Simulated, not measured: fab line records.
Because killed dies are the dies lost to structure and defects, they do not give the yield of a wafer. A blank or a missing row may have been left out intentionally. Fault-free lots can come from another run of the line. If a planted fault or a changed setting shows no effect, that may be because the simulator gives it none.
Chamber matching ; flow gf180mcu ; GF_V4_ETCH_16 on rieDiel-02 has 4 sister chambers
The step etches BARC in N2/H2. 8 wafers are shown with their chamber, then 10 later ones without.

== EACH WAFER AND ITS CHAMBER ==
wafer;chamber;throttleValvePct (%);oesProductAu (a.u.)
L621.5;3;13.218;0.858
L622.3;1;13.222;0.857
L622.4;3;13.210;0.857
L624.1;2;13.221;0.853
L624.2;0;13.227;0.855
L624.3;1;13.210;0.860
L625.1;2;13.220;0.849
L625.2;0;13.216;0.857

== WAFERS MISSING THEIR CHAMBER ==
wafer;throttleValvePct (%);oesProductAu (a.u.)
L625.6;13.248;0.859
L627.3;13.242;0.857
L627.5;13.226;0.859
L627.6;13.229;0.853
L628.3;13.227;0.850
L628.5;13.230;0.853
L628.6;13.210;0.850
L638.2;13.242;0.858
L638.4;13.233;0.846
L638.5;13.220;0.853

== CHAMBER TAKEN BY EACH ==
wafer;from the rows above;in truth
L625.6;can't be placed: 0 or 1 or 3 or 2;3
L627.3;can't be placed: 0 or 1 or 3 or 2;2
L627.5;can't be placed: 1 or 0 or 3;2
L627.6;can't be placed: 2 or 0 or 3 or 1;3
L628.3;2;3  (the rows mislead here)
L628.5;can't be placed: 2 or 0 or 3 or 1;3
L628.6;can't be placed: 2 or 0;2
L638.2;can't be placed: 0 or 1 or 3 or 2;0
L638.4;2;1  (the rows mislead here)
L638.5;can't be placed: 2 or 0 or 3 or 1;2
0 of 10 placed correctly. These rows do not allow placing 8 (true chamber among the candidates in 7). Wrongly placed: 2.
How it was worked out, from the rows above alone: a wafer's distance from a chamber is the root of the sum, over the readings, of the square of ((its reading less the chamber's mean) divided by the reading's scatter). If the next closest chamber is less than 2 further off than the closest, the wafer can't be placed; otherwise it belongs to the closest. The mean given for a chamber averages the wafers shown for that chamber. The scatter: the root of (the sum of the squares of (reading less its chamber's mean) over the shown wafers, divided by (wafers less chambers)).
